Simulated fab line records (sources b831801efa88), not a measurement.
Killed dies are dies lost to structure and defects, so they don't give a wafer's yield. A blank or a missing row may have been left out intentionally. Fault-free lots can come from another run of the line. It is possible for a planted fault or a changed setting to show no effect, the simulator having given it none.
The tool behind it: which one?    flow sky130    12 lots, 36 wafers sampled, at 1 step of a route of 708

WHAT THE GAUGES READ, wafer by wafer
SKY_LDD_P_TW_MEAS_11.
lot   measured      on             LDD_P_TW
L075  day 19 01:43  film_metro-03  632 630 627
L077  day 20 20:46  film_metro-02  634 636 639
L079  day 21 07:10  film_metro-03  627 633 631
L081  day 22 08:04  film_metro-01  629 629 628
L083  day 23 06:07  film_metro-01  629 633 633
L085  day 23 18:13  film_metro-01  633 635 635
L090  day 25 23:34  film_metro-03  628 626 628
L086  day 26 00:52  film_metro-01  622 625 626
L091  day 26 02:23  film_metro-02  637 641 638
L093  day 26 10:55  film_metro-02  639 637 637
L095  day 27 23:49  film_metro-03  632 633 631
L097  day 28 06:04  film_metro-02  637 633 638

TOOL THAT RAN EACH LOT (tool first, then ch and the chambers of the sampled wafers, then the start)
There is no process step in the record ahead of these readings.

THE ANSWER, worked out from the rows above alone
Rule: the lots themselves supply what counts as usual. Put in order of their means at a reading, lots are off if they are a third of the lots or fewer, leave a main group of 4 or more, and stand apart from it by a gap of 3 or more times the standard deviation of the main group's means; of several such gaps the widest counts. A main group whose means are all the same, to the digits that the tables above print for the reading, isn't used. Also off: a lot with no number at a reading for which 4 or more lots have one. Where the step has rows for the other lots, those lots are counted as sound.
None of the lots is off at any reading shown; this tells nothing.

WHAT THE SIMULATOR PUT IN
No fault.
